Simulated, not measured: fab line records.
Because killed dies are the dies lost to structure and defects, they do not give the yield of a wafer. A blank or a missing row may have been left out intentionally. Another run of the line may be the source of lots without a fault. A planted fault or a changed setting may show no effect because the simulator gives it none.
Chamber matching    flow sky130    4 sister chambers for SKY_VIA2_ETCH_14 on rie diel-04
The step etches BARC in N2/H2, stops on SiO2, time 45.9 s, target depth 60 nm. 14 wafers are shown with their chamber, then 6 later ones without.

EACH WAFER AND ITS CHAMBER
wafer   chamber  drypump motor current A (A)  oes product au (a.u.)  throttle valve pct (%)
L195.2  3        5.45                         0.858                  13.212
L195.3  2        5.80                         0.852                  13.237
L195.5  2        5.77                         0.857                  13.215
L197.1  1        5.17                         0.854                  13.233
L197.5  1        5.17                         0.851                  13.218
L197.6  0        5.33                         0.863                  13.244
L198.2  1        5.17                         0.856                  13.226
L198.3  0        5.33                         0.857                  13.219
L198.4  3        5.41                         0.858                  13.236
L200.2  0        5.33                         0.855                  13.237
L200.6  1        5.18                         0.858                  13.228
L212.3  1        5.15                         0.856                  13.230
L212.4  3        5.41                         0.858                  13.204
L212.5  2        5.84                         0.853                  13.221

SIGNATURES (means of the wafers above)
reading                  chamber 0  chamber 1  chamber 2  chamber 3  scatter within a chamber
drypump motor current A  5.3300     5.1680     5.8033     5.4233     0.02
oes product au           0.85833    0.85500    0.85400    0.85800    0.00277
throttle valve pct       13.23333   13.22700   13.22433   13.21733   0.0113
Rule: a wafer lies at a distance from a chamber equal to the root of the sum of squares, over the readings, of (its reading less the chamber's mean, divided by the reading's scatter). If the next closest chamber is less than 2 further off than the closest, the wafer can't be placed; otherwise it belongs to the closest. The scatter is the square root of a quotient: the sum, over the shown wafers, of each reading's squared deviation from its chamber's mean, divided by wafers minus chambers.

WAFERS WITH NO CHAMBER GIVEN
wafer   drypump motor current A (A)  oes product au (a.u.)  throttle valve pct (%)
L215.1  5.78                         0.858                  13.216
L215.3  5.17                         0.861                  13.229
L215.5  5.44                         0.860                  13.211
L216.2  5.31                         0.859                  13.224
L216.3  5.46                         0.855                  13.244
L216.4  5.81                         0.856                  13.233

WHICH CHAMBER EACH WENT THROUGH
wafer   from the rows above  in truth
L215.1  2                    2
L215.3  1                    1
L215.5  3                    3
L216.2  0                    0
L216.3  3                    3
L216.4  2                    2
Correctly placed: 6 of 6. Can't be placed from these rows: 0. Placed wrongly: 0.
